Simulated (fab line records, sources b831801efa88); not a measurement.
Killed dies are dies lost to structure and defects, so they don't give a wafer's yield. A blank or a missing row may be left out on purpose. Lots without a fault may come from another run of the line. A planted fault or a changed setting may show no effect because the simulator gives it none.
Split-lot experiment | flow sfq_line | 5 lots, 23 wafers read, on a route of 325 steps

THE SPLIT
At SFQ_TRILAYER_M4_DEP_SPUTTER_091 (material Nb, target thk 200 nm, time 133.3 s), the setting power_w was moved away from the recipe's 2000 W on 7 of the 23 wafers read, by -9.3% to -3.6%. The other wafers ran this setting at the recipe's value.

The file shows no step between the split and the reading.

THE READING
M4_NB_RS, in ohm/sq, at SFQ_M4_RS_MEAS_924 (measures by four-point-probe). Fault-free wafers of this fab line usually give 0.880 ohm/sq, standard deviation 0.0096 ohm/sq.

wafer  | tool, chamber at the split | power_w as run, W | against the recipe | M4_NB_RS, ohm/sq | against lot-mates on the recipe
L074.1 | pvd_sputter-04, -          | 1927              | -3.6%              | 0.910            | +0.021
L074.3 | pvd_sputter-04, -          | 1927              | -3.6%              | 0.930            | +0.041
L074.4 | pvd_sputter-04, -          | 2000              | recipe             | 0.889            | -
L074.5 | pvd_sputter-04, -          | 2000              | recipe             | 0.890            | -
L074.6 | pvd_sputter-04, -          | 1927              | -3.6%              | 0.913            | +0.024
L079.2 | pvd_sputter-06, -          | 2000              | recipe             | 0.884            | -
L079.3 | pvd_sputter-06, -          | 2000              | recipe             | 0.869            | -
L079.4 | pvd_sputter-06, -          | 2000              | recipe             | 0.879            | -
L079.5 | pvd_sputter-06, -          | 2000              | recipe             | 0.867            | -
L079.6 | pvd_sputter-06, -          | 2000              | recipe             | 0.865            | -
L081.2 | pvd_sputter-06, -          | 2000              | recipe             | 0.891            | -
L081.3 | pvd_sputter-06, -          | 2000              | recipe             | 0.878            | -
L081.4 | pvd_sputter-06, -          | 2000              | recipe             | 0.890            | -
L082.2 | pvd_sputter-06, -          | 2000              | recipe             | 0.865            | -
L082.3 | pvd_sputter-06, -          | 1814              | -9.3%              | 0.975            | +0.105
L082.4 | pvd_sputter-06, -          | 2000              | recipe             | 0.874            | -
L082.5 | pvd_sputter-06, -          | 1814              | -9.3%              | 0.961            | +0.091
L082.6 | pvd_sputter-06, -          | 2000              | recipe             | 0.870            | -
L083.1 | pvd_sputter-06, -          | 1855              | -7.3%              | 0.943            | +0.058
L083.2 | pvd_sputter-06, -          | 2000              | recipe             | 0.892            | -
L083.3 | pvd_sputter-06, -          | 2000              | recipe             | 0.879            | -
L083.4 | pvd_sputter-06, -          | 2000              | recipe             | 0.884            | -
L083.6 | pvd_sputter-06, -          | 1855              | -7.3%              | 0.950            | +0.065

THE FIT
A straight line over all 23 wafers: M4_NB_RS changes by -0.00955 ohm/sq for each +1% of power_w; r = -0.96; the points scatter about the line by 0.0094 ohm/sq.
The same after taking each lot's own level away (the mean of its wafers on the recipe; 23 wafers): -0.00965 ohm/sq for each +1%; r = -0.97; scatter 0.0078 ohm/sq.
On that fit, the largest move of power_w shifts the reading by 0.09 ohm/sq.
The lots' own levels span 0.8697 to 0.8895 ohm/sq, that is 2.1 times the standard deviation above.
So the lot-to-lot level changes the slope little: the two slopes agree.
Check: with one of the wafers moved furthest among these (-9.3%) left out of the fit, the line predicts +0.0825 ohm/sq for it against its lot-mates. It came out at +0.105 ohm/sq against them.

OTHER SPLITS ON THESE WAFERS
These wafers also went through other splits before the reading. Each is held against what the fit with the lots' levels taken away leaves over:
other split on the same wafers                      | wafers away from the commonest value | r with M4_NB_RS (lot level and that fit taken away)
SFQ_TRILAYER_I2_VIA_BARC_OPEN_VIA_ETCH_096 time_s   | 6                                    | +0.05
SFQ_TRILAYER_M3_LITHO_COAT_080 spin_rpm             | 7                                    | +0.00
SFQ_TRILAYER_I3_VIA_LITHO_PEB_088 peb_temp_c        | 10                                   | -0.02
SFQ_TRILAYER_I3_VIA_BARC_OPEN_VIA_ETCH_121 source_w | 8                                    | -0.36

THE WHOLE CHAIN: every reading that the file lists as answering this split, in the file's order
step                            | what it does                                 | reading                                                                                   | change (the file's fit)              | r (the file's)
SFQ_TRILAYER_M4_DEP_SPUTTER_091 | material Nb, target thk 200 nm, time 133.3 s | Nb_of_TRILAYER_M4_DEP_SPUTTER_091.thk_nm (the simulator's own value, which no gauge read) | +2.01 nm for each +1% of the setting | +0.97
SFQ_M4_RS_MEAS_924              | measures by four-point-probe                 | M4_NB_RS                                                                                  | -0.00959 for each +1% of the setting | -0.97

THE FILE'S OWN FIT
M4_NB_RS changes by -0.00959 ohm/sq for each +1% of power_w, r = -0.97.
